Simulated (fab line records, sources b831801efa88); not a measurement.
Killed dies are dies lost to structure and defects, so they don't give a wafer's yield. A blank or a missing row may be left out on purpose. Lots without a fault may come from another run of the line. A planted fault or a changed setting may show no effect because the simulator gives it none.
fab line records | flow sky130
record lots=5 wafers=15 last_day=49
route steps=708 shown LDD_LDN@291 SPACER@304 POLY_CUT@307 SD_P@320
lots that met no fault: from a run of the same line without faults
start_h: hours from the record's first day to the start of the lot's first wafer shown | wait_h: hours since the lot's step before | " the same as in the row above | L1.1+2: a row that stands for several wafers | - no value, or no start given | * or withheld: withheld | < > ~ a bound
route shown NAME@n: a module of which the file shows steps, and the number in the route of the first | usual: mean/standard deviation of fault-free wafers | same: alike in all rows | chamber/n: place in a boat | sites: the reading at each site | _std_site: their standard deviation | _edge_site: outer sites' mean less inner sites' | radius_mm: how far each site lies from the wafer's centre | mask NAME#n: copy n | behind: the tool/chamber that last shaped the wafer | hold: why the lot was held/for how many hours/how that ended | device: the transistor (n, p or np) that didn't switch | end of line: the same wafers' tests at the end of the route | a step without rows: its recipe alone | killed: dies lost to structure and defects at the first sort, not the wafer's yield | map: a wafer's dies, x killed, . not, _ none there
set.NAME: the setting as run; set.NAME@STEP: as run at that earlier step | model.NAME: the simulator's own value behind a step, which no gauge read
lots at some steps of the route; a table a step, a row a wafer
services: from which hour (start_h, from the record's first day; less than 0 if before it) a tool's chamber was out of use, for how many hours, and why
## steps
# step SKY_LDD_LDN_COAT_02
# recipe resist=NOVOLAK spin_rpm=3000 resist_thk_nm=1140
# usual chill_plate_temp_C=23.02/0.097 resist_line_temp_C=23.00/0.096
# columns lot.wafer tool chamber start_h wait_h chill_plate_temp_C resist_line_temp_C
L078.1 litho_track-04 0 555.92 0.1 22.87 23.04
L078.4 " 0 " " 23.06 22.84
L078.6 " 0 " " 22.98 22.99
L079.2 litho_track-04 0 575.00 0.1 23.00 23.09
L079.4 " 0 " " 22.99 22.92
L079.6 " 0 " " 23.04 23.20
L083.2 litho_track-04 0 611.40 0.1 23.22 22.91
L083.3 " 0 " " 23.11 22.86
L083.6 " 0 " " 23.07 22.94
L087.2 litho_track-04 0 623.80 0.1 22.97 23.17
L087.3 " 0 " " 23.00 23.06
L087.5 " 0 " " 22.99 23.12
L092.4 litho_track-03 0 657.86 0.1 23.14 23.10
L092.5 " 0 " " 23.05 23.15
L092.6 " 0 " " 23.07 23.07
# step SKY_LDD_LDN_SOFTBAKE_03
# recipe temp_c=90 time_s=60 resist=NOVOLAK
# usual chill_plate_temp_C=23.02/0.1 resist_line_temp_C=22.99/0.088
# columns lot.wafer tool chamber start_h wait_h chill_plate_temp_C resist_line_temp_C
L078.1 litho_track-04 0 556.07 0.1 23.10 22.96
L078.4 " 0 " " 23.05 22.95
L078.6 " 0 " " 23.07 22.94
L079.2 litho_track-04 0 575.15 0.1 23.16 22.90
L079.4 " 0 " " 22.96 22.94
L079.6 " 0 " " 22.96 23.00
L083.2 litho_track-04 0 611.55 0.1 22.98 22.91
L083.3 " 0 " " 22.91 22.97
L083.6 " 0 " " 22.89 22.90
L087.2 litho_track-04 0 623.95 0.1 23.03 23.03
L087.3 " 0 " " 22.88 22.99
L087.5 " 0 " " 22.99 23.02
L092.4 litho_track-03 0 658.01 0.1 22.76 23.14
L092.5 " 0 " " 22.86 23.00
L092.6 " 0 " " 22.86 22.91
# step SKY_LDD_LDN_EXPOSE_04
# recipe mask_id=LDNTM na=0.6 source_shape=conventional sigma_outer=0.6 polarization=unpolarized target_cd_nm=700 dose_mj=140
# columns lot.wafer tool chamber start_h wait_h mask
L078.1+4+6 iline_stepper-01 0 - - LDNTM#0
L079.2+4+6 iline_stepper-01 0 - - LDNTM#0
L083.2+3+6 iline_stepper-01 0 - - LDNTM#0
L087.2+3+5 iline_stepper-01 0 - - LDNTM#0
L092.4+5+6 iline_stepper-01 0 - - LDNTM#0
# step SKY_LDD_LDN_PEB_05
# recipe temp_c=withheld time_s=* resist=NOVOLAK
# usual chill_plate_temp_C=* resist_line_temp_C=*
# columns lot.wafer tool chamber start_h wait_h chill_plate_temp_C resist_line_temp_C
L078.1 litho_track-03 0 - - * *
L078.4 " 0 " " * *
L078.6 " 0 " " * *
L079.2 litho_track-01 0 - - * *
L079.4 " 0 " " * *
L079.6 " 0 " " * *
L083.2 litho_track-03 0 - - * *
L083.3 " 0 " " * *
L083.6 " 0 " " * *
L087.2 litho_track-01 0 - - * *
L087.3 " 0 " " * *
L087.5 " 0 " " * *
L092.4 litho_track-03 0 - - * *
L092.5 " 0 " " * *
L092.6 " 0 " " * *
# step SKY_LDD_LDN_DEVELOP_06
# recipe resist=NOVOLAK developer=TMAH develop_time_s=60 dev_temp_c=23
# usual chill_plate_temp_C=22.99/0.11 resist_line_temp_C=22.97/0.12
# columns lot.wafer tool chamber start_h wait_h chill_plate_temp_C resist_line_temp_C
L078.1 litho_track-03 0 570.23 0.1 23.00 23.07
L078.4 " 0 " " 22.95 23.02
L078.6 " 0 " " 23.01 22.94
L079.2 litho_track-01 0 589.22 0.1 22.95 23.09
L079.4 " 0 " " 23.06 22.99
L079.6 " 0 " " 22.93 22.95
L083.2 litho_track-03 0 625.56 0.1 23.00 23.04
L083.3 " 0 " " 23.07 23.08
L083.6 " 0 " " 23.10 23.16
L087.2 litho_track-01 0 637.92 0.1 23.00 23.18
L087.3 " 0 " " 23.14 23.03
L087.5 " 0 " " 23.02 23.03
L092.4 litho_track-03 0 672.61 0.1 23.09 23.01
L092.5 " 0 " " 23.08 23.03
L092.6 " 0 " " 23.16 23.08
# step SKY_LDD_LDN_OVL_MEAS_07
# usual LDD_LDN_OVL=-0.3/1.3
# columns lot.wafer tool chamber start_h wait_h LDD_LDN_OVL[nm]
L078.1 overlay-02 - 570.38 0.1 -0.6
L078.4 " - " " 0.0
L078.6 " - " " -0.7
L079.2 overlay-01 - 589.35 0.1 -2.1
L079.4 " - " " 0.4
L079.6 " - " " -1.3
L083.2 overlay-02 - 625.69 0.1 -1.5
L083.3 " - " " 0.7
L083.6 " - " " -2.0
L087.2 overlay-01 - 638.05 0.1 2.1
L087.3 " - " " 2.5
L087.5 " - " " 1.7
L092.4 overlay-01 - 672.70 0.1 -1.3
L092.5 " - " " -0.7
L092.6 " - " " 0.2
# step SKY_LDD_LDN_IMPLANT_08
# recipe species=As energy_kev=15 dose_cm2=1.25e+13 tilt_deg=withheld rotation_deg=23
# usual rotation_deg=23.000/0.023
# columns lot.wafer tool chamber start_h wait_h rotation_deg
L078.1 implanter-01 0 570.42 0.0 23.020
L078.4 " 0 " " 23.004
L078.6 " 0 " " 22.979
L079.2 implanter-04 0 589.41 0.0 22.999
L079.4 " 0 " " 22.958
L079.6 " 0 " " 22.974
L083.2 implanter-01 0 625.74 0.0 23.024
L083.3 " 0 " " 23.038
L083.6 " 0 " " 23.016
L087.2 implanter-04 0 638.11 0.0 23.037
L087.3 " 0 " " 23.039
L087.5 " 0 " " 23.013
L092.4 implanter-04 0 672.79 0.1 22.982
L092.5 " 0 " " 22.983
L092.6 " 0 " " 22.974
# step SKY_LDD_LDN_IMPLANT_09
# recipe species=As energy_kev=15 dose_cm2=1.25e+13 tilt_deg=withheld rotation_deg=113
# usual rotation_deg=113.00/0.034
# columns lot.wafer tool chamber start_h wait_h rotation_deg
L078.1 implanter-01 0 570.57 0.1 112.99
L078.4 " 0 " " 112.99
L078.6 " 0 " " 112.99
L079.2 implanter-04 0 589.56 0.1 112.97
L079.4 " 0 " " 112.97
L079.6 " 0 " " 112.94
L083.2 implanter-01 0 625.89 0.1 112.97
L083.3 " 0 " " 112.96
L083.6 " 0 " " 113.04
L087.2 implanter-04 0 638.26 0.1 113.03
L087.3 " 0 " " 112.99
L087.5 " 0 " " 113.05
L092.4 implanter-04 0 672.94 0.1 112.93
L092.5 " 0 " " 112.99
L092.6 " 0 " " 112.96
# step SKY_LDD_LDN_IMPLANT_10
# recipe species=As energy_kev=15 dose_cm2=1.25e+13 tilt_deg=withheld rotation_deg=203
# usual rotation_deg=203.00/0.049
# columns lot.wafer tool chamber start_h wait_h rotation_deg
L078.1 implanter-01 0 570.72 0.1 203.01
L078.4 " 0 " " 203.04
L078.6 " 0 " " 203.00
L079.2 implanter-04 0 589.71 0.1 202.99
L079.4 " 0 " " 203.06
L079.6 " 0 " " 202.99
L083.2 implanter-01 0 626.04 0.1 203.00
L083.3 " 0 " " 202.97
L083.6 " 0 " " 203.02
L087.2 implanter-04 0 638.41 0.1 203.03
L087.3 " 0 " " 203.07
L087.5 " 0 " " 203.07
L092.4 implanter-04 0 673.09 0.1 202.96
L092.5 " 0 " " 202.97
L092.6 " 0 " " 203.03
# step SKY_LDD_LDN_IMPLANT_11
# recipe species=As energy_kev=15 dose_cm2=1.25e+13 tilt_deg=withheld rotation_deg=293
# usual rotation_deg=293.01/0.066
# columns lot.wafer tool chamber start_h wait_h rotation_deg
L078.1 implanter-01 0 570.87 0.1 293.02
L078.4 " 0 " " 293.03
L078.6 " 0 " " 293.03
L079.2 implanter-04 0 589.86 0.1 292.99
L079.4 " 0 " " 293.04
L079.6 " 0 " " 293.13
L083.2 implanter-01 0 626.19 0.1 293.02
L083.3 " 0 " " 293.00
L083.6 " 0 " " 292.97
L087.2 implanter-04 0 638.56 0.1 293.27
L087.3 " 0 " " 293.08
L087.5 " 0 " " 293.02
L092.4 implanter-04 0 673.24 0.1 293.06
L092.5 " 0 " " 292.98
L092.6 " 0 " " 293.02
# step SKY_LDD_LDN_STRIP_12
# recipe chemistry=O2/N2 power_w=1400 pressure_mtorr=1500 platen_temp_c=withheld o2_flow_sccm=3000 n2_flow_sccm=300 overash_fraction=0.5
# usual drypump_motor_current_A=5.6/0.62 n2_flow_sccm=300.0/0.93 o2_flow_sccm=3000/8.3 oes_product_au=0.716/0.0044 strip_time_to_endpoint_s=14.19/0.036
# columns lot.wafer tool chamber start_h wait_h drypump_motor_current_A n2_flow_sccm o2_flow_sccm oes_product_au rf_hours_counter_h strip_time_to_endpoint_s
L078.1 plasma_asher-01 0 571.02 0.1 5.2 300.8 3001 0.711 71 14.18
L078.4 " 0 " " 5.2 299.0 2982 0.715 - 14.22
L078.6 " 1 " " 6.3 301.7 2999 0.716 - 14.19
L079.2 plasma_asher-01 1 589.98 0.1 6.3 301.5 2995 0.721 73 14.19
L079.4 " 0 " " 5.1 299.8 3022 0.716 - 14.18
L079.6 " 0 " " 5.2 298.5 3014 0.711 - 14.20
L083.2 plasma_asher-01 1 626.32 0.1 6.3 301.6 2996 0.718 77 14.15
L083.3 " 1 " " 6.3 300.6 3000 0.717 - 14.21
L083.6 " 0 " " 5.2 300.7 3010 0.715 - 14.16
L087.2 plasma_asher-04 0 638.68 0.1 4.8 300.0 3009 0.716 55 14.21
L087.3 " 0 " " 4.8 299.9 3008 0.715 - 14.22
L087.5 " 0 " " 4.8 298.5 3016 0.715 - 14.19
L092.4 plasma_asher-04 1 673.35 0.1 6.2 300.3 2990 0.719 - 14.19
L092.5 " 0 " " 4.8 300.8 3006 0.714 - 14.18
L092.6 " 1 " " 6.2 300.9 2989 0.721 - 14.19
# step SKY_LDD_LDN_TW_MEAS_13
# usual LDD_LDN_TW=1486/16
# columns lot.wafer tool chamber start_h wait_h LDD_LDN_TW
L078.1 film_metro-03 - 571.12 0.1 1473
L078.4 " - " " 1468
L078.6 " - " " 1478
L079.2 film_metro-01 - 590.09 0.1 1474
L079.4 " - " " 1485
L079.6 " - " " 1473
L083.2 film_metro-01 - 626.43 0.1 1471
L083.3 " - " " 1466
L083.6 " - " " 1472
L087.2 film_metro-03 - 638.79 0.1 1477
L087.3 " - " " 1480
L087.5 " - " " 1480
L092.4 film_metro-03 - 673.45 0.1 1491
L092.5 " - " " 1502
L092.6 " - " " 1490
# step SKY_LDD_LDN_CLEAN_14
# recipe chemistry=SC1/SC2 mix=1:4:20 temp_c=70 time_s=150 dry=n2_spin
# columns lot.wafer tool chamber start_h wait_h
L078.1+4+6 wet_bench-02 0 571.18 0.1
L079.2+4+6 wet_bench-01 3 590.14 0.0
L083.2+3+6 wet_bench-03 2 626.48 0.0
L087.2+3+5 wet_bench-03 0 638.84 0.0
L092.4+5+6 wet_bench-02 0 673.48 0.0
# step SKY_SPACER_CVD_00
# recipe material=Si3N4 precursor=DCS/NH3 target_thk_nm=43.1 temp_c=770 time_s=740 pressure_mtorr=250
# usual spike_tc_top_C=781.7/1.3 spike_tc_upper_C=769.9/1.7
# columns lot.wafer tool chamber start_h wait_h spike_tc_top_C spike_tc_upper_C
L078.1 lpcvd-02 1 571.23 0.0 783.3 769.8
L078.4 " 1 " " 784.1 768.7
L078.6 " 1 " " 784.0 768.6
L079.2 lpcvd-02 1 590.50 0.3 783.9 768.4
L079.4 " 1 " " 782.1 768.2
L079.6 " 1 " " 784.2 768.6
L083.2 lpcvd-02 1 628.06 1.5 780.6 769.8
L083.3 " 1 " " 783.0 769.2
L083.6 " 1 " " 783.3 769.9
L087.2 lpcvd-02 0 638.98 0.1 781.2 770.5
L087.3 " 0 " " 778.6 771.1
L087.5 " 0 " " 781.9 772.2
L092.4 lpcvd-02 0 673.53 0.0 780.1 771.3
L092.5 " 0 " " 780.3 771.9
L092.6 " 0 " " 780.9 770.1
# step SKY_SPACER_THK_MEAS_01
# recipe reads=Si3N4_of_SPACER_CVD_00
# usual SPACER_CVD_00_THK=42.9/0.35
# columns lot.wafer tool chamber start_h wait_h SPACER_CVD_00_THK[nm]
L078.1 film_metro-02 - 572.43 0.0 42.6
L078.4 " - " " 42.5
L078.6 " - " " 42.9
L079.2 film_metro-04 - 591.71 0.0 43.8
L079.4 " - " " 43.5
L079.6 " - " " 43.4
L083.2 film_metro-04 - 629.27 0.0 43.4
L083.3 " - " " 43.7
L083.6 " - " " 43.1
L087.2 film_metro-03 - 640.20 0.0 42.8
L087.3 " - " " 43.1
L087.5 " - " " 43.4
L092.4 film_metro-04 - 674.77 0.0 43.0
L092.5 " - " " 42.5
L092.6 " - " " 42.6
# step SKY_SPACER_ETCHBACK_02
# recipe chemistry=CH3F/O2 target=Si3N4 stop_on=SiO2 source_w=400 bias_w=80 pressure_mtorr=25 ch3f_flow_sccm=40 O2_flow_sccm=30 time_s=46.7 target_depth_a=450
# usual drypump_motor_current_A=5.8/0.45 oes_product_au=0.852/0.006 throttle_valve_pct=10.564/0.0098
# columns lot.wafer tool chamber start_h wait_h drypump_motor_current_A oes_product_au rf_hours_counter_h throttle_valve_pct
L078.1 rie_diel-02 0 572.49 0.1 6.3 0.848 12 10.569
L078.4 " 1 " " 6.0 0.847 1 10.560
L078.6 " 1 " " 6.1 0.853 - 10.590
L079.2 rie_diel-02 3 591.76 0.0 6.5 0.870 10 10.564
L079.4 " 0 " " 6.3 0.858 12 10.571
L079.6 " 3 " " 6.5 0.859 - 10.552
L083.2 rie_diel-02 1 629.32 0.0 6.0 0.861 2 10.575
L083.3 " 2 " " 5.9 0.858 25 10.564
L083.6 " 2 " " 5.9 0.852 - 10.577
L087.2 rie_diel-03 1 640.25 0.0 6.2 0.848 5 10.548
L087.3 " 3 " " 6.0 0.855 40 10.571
L087.5 " 0 " " 5.0 0.865 - 10.590
L092.4 rie_diel-03 1 674.80 0.0 6.2 0.855 6 10.572
L092.5 " 3 " " 6.0 0.852 - 10.559
L092.6 " 0 " " 5.0 0.842 - 10.562
# step SKY_POLY_CUT_DEHYDRATE_00
# recipe temp_c=200 time_s=60
# usual chill_plate_temp_C=23.00/0.11 resist_line_temp_C=23.03/0.099
# columns lot.wafer tool chamber start_h wait_h chill_plate_temp_C resist_line_temp_C
L078.1 litho_track-04 0 586.17 13.7 22.98 22.93
L078.4 " 0 " " 23.08 22.99
L078.6 " 0 " " 22.96 23.01
L079.2 litho_track-02 0 606.38 14.6 23.02 22.86
L079.4 " 0 " " 23.04 22.95
L079.6 " 0 " " 22.89 23.02
L083.2 litho_track-02 0 643.33 14.0 23.25 23.11
L083.3 " 0 " " 23.03 23.14
L083.6 " 0 " " 22.95 22.81
L087.2 litho_track-03 0 653.71 13.4 22.95 22.91
L087.3 " 0 " " 22.84 23.01
L087.5 " 0 " " 22.94 23.02
L092.4 litho_track-03 0 688.31 13.5 23.00 22.98
L092.5 " 0 " " 23.10 22.97
L092.6 " 0 " " 23.00 23.05
# step SKY_POLY_CUT_HMDS_01
# recipe prime_time_s=60 prime_temp_c=120
# usual chill_plate_temp_C=23.04/0.1 resist_line_temp_C=22.97/0.11
# columns lot.wafer tool chamber start_h wait_h chill_plate_temp_C resist_line_temp_C
L078.1 litho_track-04 0 586.32 0.1 22.95 22.94
L078.4 " 0 " " 22.96 23.07
L078.6 " 0 " " 22.90 23.00
L079.2 litho_track-02 0 606.53 0.1 22.99 23.06
L079.4 " 0 " " 23.08 23.16
L079.6 " 0 " " 23.04 22.94
L083.2 litho_track-02 0 643.48 0.1 23.08 22.97
L083.3 " 0 " " 23.09 23.07
L083.6 " 0 " " 23.05 22.94
L087.2 litho_track-03 0 653.86 0.1 23.12 23.10
L087.3 " 0 " " 22.99 23.02
L087.5 " 0 " " 22.96 23.11
L092.4 litho_track-03 0 688.46 0.1 23.05 23.02
L092.5 " 0 " " 22.98 22.91
L092.6 " 0 " " 23.11 22.87
# step SKY_POLY_CUT_COAT_02
# recipe resist=BARC temp_c=withheld time_s=withheld spin_rpm=3000 resist_thk_nm=60
# usual chill_plate_temp_C=* resist_line_temp_C=*
# columns lot.wafer tool chamber start_h wait_h chill_plate_temp_C resist_line_temp_C
L078.1 litho_track-04 0 586.47 0.1 * *
L078.4 " 0 " " * *
L078.6 " 0 " " * *
L079.2 litho_track-02 0 606.68 0.1 * *
L079.4 " 0 " " * *
L079.6 " 0 " " * *
L083.2 litho_track-02 0 643.63 0.1 * *
L083.3 " 0 " " * *
L083.6 " 0 " " * *
L087.2 litho_track-03 0 654.01 0.1 * *
L087.3 " 0 " " * *
L087.5 " 0 " " * *
L092.4 litho_track-03 0 688.61 0.1 * *
L092.5 " 0 " " * *
L092.6 " 0 " " * *
# step SKY_POLY_CUT_COAT_03
# recipe resist=KrF-thick spin_rpm=3000 resist_thk_nm=450
# usual chill_plate_temp_C=23.00/0.11 resist_line_temp_C=22.99/0.11
# columns lot.wafer tool chamber start_h wait_h chill_plate_temp_C resist_line_temp_C
L078.1 litho_track-04 0 - - 22.99 22.92
L078.4 " 0 " " 22.85 23.08
L078.6 " 0 " " 22.88 22.97
L079.2 litho_track-02 0 - - 22.97 23.05
L079.4 " 0 " " 22.86 23.13
L079.6 " 0 " " 23.10 23.18
L083.2 litho_track-02 0 - - 23.14 22.85
L083.3 " 0 " " 22.92 23.03
L083.6 " 0 " " 22.96 23.03
L087.2 litho_track-03 0 - - 22.96 22.96
L087.3 " 0 " " 22.96 23.17
L087.5 " 0 " " 22.91 22.96
L092.4 litho_track-03 0 - - 23.16 23.05
L092.5 " 0 " " 23.11 23.01
L092.6 " 0 " " 23.21 23.10
# step SKY_POLY_CUT_SOFTBAKE_04
# recipe temp_c=100 time_s=90 resist=KrF-thick
# usual chill_plate_temp_C=23.01/0.1 resist_line_temp_C=22.99/0.11
# columns lot.wafer tool chamber start_h wait_h chill_plate_temp_C resist_line_temp_C
L078.1 litho_track-04 0 - - 22.97 23.02
L078.4 " 0 " " 23.12 23.18
L078.6 " 0 " " 22.87 22.89
L079.2 litho_track-02 0 - - 23.11 22.82
L079.4 " 0 " " 23.27 23.01
L079.6 " 0 " " 23.18 22.92
L083.2 litho_track-02 0 - - 23.01 23.14
L083.3 " 0 " " 23.08 22.97
L083.6 " 0 " " 22.98 23.11
L087.2 litho_track-03 0 - - 22.90 23.06
L087.3 " 0 " " 22.88 23.08
L087.5 " 0 " " 22.95 23.03
L092.4 litho_track-03 0 - - 22.95 23.14
L092.5 " 0 " " 23.04 22.95
L092.6 " 0 " " 23.06 22.96
# step SKY_POLY_CUT_EXPOSE_05
# recipe mask_id=NPCM na=0.8 source_shape=annular sigma_inner=0.55 sigma_outer=0.85 target_cd_nm=270 dose_mj=32
# columns lot.wafer tool chamber start_h wait_h mask
L078.1+4+6 krf_scanner-01 0 - - NPCM#0
L079.2+4+6 krf_scanner-01 0 - - NPCM#0
L083.2+3+6 krf_scanner-01 0 - - NPCM#0
L087.2+3+5 krf_scanner-01 0 - - NPCM#0
L092.4+5+6 krf_scanner-02 0 - - NPCM#0
# step SKY_POLY_CUT_PEB_06
# recipe peb_temp_c=withheld peb_time_s=withheld resist=KrF-thick
# usual chill_plate_temp_C=* resist_line_temp_C=*
# columns lot.wafer tool chamber start_h wait_h chill_plate_temp_C resist_line_temp_C
L078.1 litho_track-03 0 - - * *
L078.4 " 0 " " * *
L078.6 " 0 " " * *
L079.2 litho_track-04 0 - - * *
L079.4 " 0 " " * *
L079.6 " 0 " " * *
L083.2 litho_track-04 0 - - * *
L083.3 " 0 " " * *
L083.6 " 0 " " * *
L087.2 litho_track-03 0 - - * *
L087.3 " 0 " " * *
L087.5 " 0 " " * *
L092.4 litho_track-02 0 - - * *
L092.5 " 0 " " * *
L092.6 " 0 " " * *
# step SKY_POLY_CUT_DEVELOP_07
# recipe develop_time_s=60 resist=KrF-thick dev_temp_c=21
# usual chill_plate_temp_C=22.97/0.092 resist_line_temp_C=23.00/0.11
# columns lot.wafer tool chamber start_h wait_h chill_plate_temp_C resist_line_temp_C
L078.1 litho_track-03 0 - - 22.97 22.95
L078.4 " 0 " " 22.83 22.93
L078.6 " 0 " " 22.98 22.90
L079.2 litho_track-04 0 - - 22.99 22.80
L079.4 " 0 " " 22.97 22.84
L079.6 " 0 " " 22.91 22.89
L083.2 litho_track-04 0 - - 22.97 23.05
L083.3 " 0 " " 22.85 22.91
L083.6 " 0 " " 22.85 22.73
L087.2 litho_track-03 0 - - 23.01 22.92
L087.3 " 0 " " 23.00 22.96
L087.5 " 0 " " 22.99 23.04
L092.4 litho_track-02 0 - - 22.72 22.90
L092.5 " 0 " " 22.90 22.85
L092.6 " 0 " " 22.96 22.76
# step SKY_POLY_CUT_CD_MEAS_08
# recipe target_cd_nm=270
# usual cd_nm=270.2/1.4
# columns lot.wafer tool chamber start_h wait_h cd_nm
L078.1 cd_sem-01 - 600.98 - 270.5
L078.4 " - " " 269.0
L078.6 " - " " 270.9
L079.2 cd_sem-01 - 621.32 - 271.3
L079.4 " - " " 272.4
L079.6 " - " " 272.5
L083.2 cd_sem-01 - 658.65 - 270.0
L083.3 " - " " 270.9
L083.6 " - " " 269.6
L087.2 cd_sem-02 - 668.55 - 271.5
L087.3 " - " " 271.4
L087.5 " - " " 269.8
L092.4 cd_sem-02 - 703.07 - 271.4
L092.5 " - " " 270.7
L092.6 " - " " 270.8
# step SKY_POLY_CUT_OVL_MEAS_09
# usual POLY_CUT_OVL=1/5.3
# columns lot.wafer tool chamber start_h wait_h POLY_CUT_OVL[nm]
L078.1 overlay-02 - 601.10 0.1 5
L078.4 " - " " 1
L078.6 " - " " 3
L079.2 overlay-01 - 621.42 0.1 -3
L079.4 " - " " -14
L079.6 " - " " -5
L083.2 overlay-01 - 658.75 0.1 2
L083.3 " - " " 12
L083.6 " - " " 6
L087.2 overlay-01 - 668.66 0.1 7
L087.3 " - " " 2
L087.5 " - " " 1
L092.4 overlay-02 - 703.15 0.1 -3
L092.5 " - " " -2
L092.6 " - " " 0
# step SKY_POLY_CUT_ETCH_10
# recipe chemistry=N2/H2 target=BARC ion_energy_ev=200 source_w=500 bias_w=100 pressure_mtorr=30 n2_flow_sccm=100 h2_flow_sccm=200 stop_on=SiO2 time_s=45.9 target_depth_a=600
# usual drypump_motor_current_A=5.9/0.37 n2_flow_sccm=100.0/0.32 oes_product_au=0.855/0.0047 throttle_valve_pct=13.225/0.0087
# columns lot.wafer tool chamber start_h wait_h drypump_motor_current_A n2_flow_sccm oes_product_au rf_hours_counter_h throttle_valve_pct
L078.1 rie_diel-02 0 601.14 0.0 6.4 99.4 0.853 12 13.216
L078.4 " 3 " " 6.5 99.9 0.849 10 13.242
L078.6 " 1 " " 6.1 100.1 0.856 - 13.239
L079.2 rie_diel-02 2 621.45 0.0 5.9 99.7 0.850 25 13.216
L079.4 " 2 " " 5.9 100.1 0.850 - 13.215
L079.6 " 0 " " 6.3 100.0 0.853 - 13.215
L083.2 rie_diel-01 0 658.78 0.0 5.8 99.8 0.862 22 13.227
L083.3 " 3 " " 6.4 99.7 0.857 10 13.217
L083.6 " 3 " " 6.4 100.2 0.862 - 13.213
L087.2 rie_diel-04 2 668.69 0.0 5.4 100.2 0.859 7 13.245
L087.3 " 0 " " 5.6 100.1 0.851 21 13.225
L087.5 " 0 " " 5.7 100.1 0.852 - 13.231
L092.4 rie_diel-04 0 703.16 0.0 5.7 100.2 0.858 22 13.234
L092.5 " 3 " " 6.0 100.0 0.850 - 13.234
L092.6 " 0 " " 5.7 100.0 0.859 - 13.227
# step SKY_POLY_CUT_ETCH_11
# recipe target=Si3N4 chemistry=CF4/CH2F2/Ar stop_on=poly-Si source_w=600 bias_w=150 pressure_mtorr=40 cf4_flow_sccm=40 ch2f2_flow_sccm=20 Ar_flow_sccm=150 time_s=42.5 target_depth_a=600
# usual drypump_motor_current_A=5.9/0.37 oes_product_au=0.828/0.0061 throttle_valve_pct=14.995/0.0094
# columns lot.wafer tool chamber start_h wait_h drypump_motor_current_A oes_product_au rf_hours_counter_h throttle_valve_pct
L078.1 rie_diel-02 0 601.18 0.0 6.3 0.835 12 15.000
L078.4 " 3 " " 6.5 0.834 10 14.989
L078.6 " 1 " " 6.0 0.840 - 14.993
L079.2 rie_diel-02 2 621.50 0.0 5.9 0.820 25 15.004
L079.4 " 2 " " 5.9 0.825 - 14.990
L079.6 " 0 " " 6.3 0.828 - 14.983
L083.2 rie_diel-01 0 658.82 0.0 5.8 0.828 22 15.000
L083.3 " 3 " " 6.4 0.812 10 15.014
L083.6 " 3 " " 6.4 0.829 - 15.012
L087.2 rie_diel-04 2 668.73 0.0 5.4 0.821 7 15.005
L087.3 " 0 " " 5.7 0.820 21 14.996
L087.5 " 0 " " 5.7 0.835 - 14.984
L092.4 rie_diel-04 0 703.21 0.0 5.7 0.822 22 14.992
L092.5 " 3 " " 6.0 0.823 - 14.990
L092.6 " 0 " " 5.7 0.824 - 14.987
# step SKY_POLY_CUT_STRIP_12
# recipe chemistry=O2/N2 power_w=1400 pressure_mtorr=1500 platen_temp_c=withheld o2_flow_sccm=3000 n2_flow_sccm=300 overash_fraction=0.5
# usual drypump_motor_current_A=5.6/0.53 n2_flow_sccm=300.0/0.86 o2_flow_sccm=3000/8.8 oes_product_au=0.453/0.0049 strip_time_to_endpoint_s=5.363/0.019
# columns lot.wafer tool chamber start_h wait_h drypump_motor_current_A n2_flow_sccm o2_flow_sccm oes_product_au rf_hours_counter_h strip_time_to_endpoint_s
L078.1 plasma_asher-03 0 601.22 0.0 4.8 299.0 2997 0.449 16 5.367
L078.4 " 1 " " 5.8 299.9 2990 0.447 - 5.353
L078.6 " 0 " " 4.8 300.8 3008 0.460 - 5.344
L079.2 plasma_asher-03 0 621.54 0.0 4.9 299.5 2990 0.452 18 5.378
L079.4 " 0 " " 4.9 300.4 2998 0.459 - 5.359
L079.6 " 0 " " 4.8 300.0 2995 0.456 - 5.355
L083.2 plasma_asher-03 0 658.86 0.0 4.8 299.8 2997 0.452 22 5.362
L083.3 " 0 " " 4.8 299.9 2994 0.455 - 5.371
L083.6 " 1 " " 5.8 301.4 3005 0.454 - 5.358
L087.2 plasma_asher-03 1 668.77 0.0 5.8 298.7 3000 0.455 23 5.342
L087.3 " 0 " " 4.8 301.3 3000 0.458 - 5.346
L087.5 " 0 " " 4.9 301.2 2994 0.452 - 5.352
L092.4 plasma_asher-03 0 703.28 0.1 4.8 301.3 2997 0.454 - 5.365
L092.5 " 0 " " 4.8 299.9 2990 0.451 - 5.362
L092.6 " 1 " " 5.9 300.9 3006 0.451 - 5.391
# step SKY_SD_P_DEHYDRATE_00
# recipe temp_c=200 time_s=60
# usual chill_plate_temp_C=22.97/0.096 resist_line_temp_C=23.00/0.11
# columns lot.wafer tool chamber start_h wait_h chill_plate_temp_C resist_line_temp_C
L078.1 litho_track-02 0 614.86 13.6 22.94 22.89
L078.4 " 0 " " 22.99 22.84
L078.6 " 0 " " 22.83 23.01
L079.2 litho_track-02 0 635.78 14.2 22.85 23.05
L079.4 " 0 " " 22.89 23.06
L079.6 " 0 " " 22.92 23.12
L083.2 litho_track-01 0 673.02 14.1 22.95 23.13
L083.3 " 0 " " 22.95 23.04
L083.6 " 0 " " 22.95 22.94
L087.2 litho_track-02 0 682.38 13.6 22.98 22.97
L087.3 " 0 " " 22.94 22.84
L087.5 " 0 " " 23.09 22.88
L092.4 litho_track-04 0 716.35 13.0 22.82 23.13
L092.5 " 0 " " 22.78 23.15
L092.6 " 0 " " 22.98 23.09
## services
# columns tool chamber start_h hours kind
iline_stepper-01 - 534.72 0.8 repair
rie_diel-02 - 537.42 2.8 pm
krf_scanner-01 - 543.38 1.0 pm
krf_scanner-01 - 558.66 0.8 pm
krf_scanner-01 - 564.18 1.1 repair
rie_diel-04 1 583.34 15.1 repair
krf_scanner-01 - 589.26 2.5 repair
implanter-01 - 593.57 13.9 pm
rie_diel-03 - 595.10 2.8 pm
implanter-04 - 617.21 7.7 pm
rie_diel-02 3 621.12 15.6 repair
rie_diel-02 - 623.74 0.2 repair
krf_scanner-01 - 631.64 3.6 pm
krf_scanner-01 - 637.04 0.3 repair
krf_scanner-01 - 638.69 1.5 repair
iline_stepper-01 - 646.50 2.0 repair
krf_scanner-01 - 648.90 1.3 pm
implanter-01 - 660.33 6.0 pm
krf_scanner-01 - 667.98 0.3 repair
implanter-04 - 683.78 7.8 repair
implanter-04 - 701.16 3.5 repair
krf_scanner-01 - 709.42 0.9 repair
krf_scanner-01 - 710.30 4.0 pm
krf_scanner-01 - 714.32 1.0 pm
## key
fault none
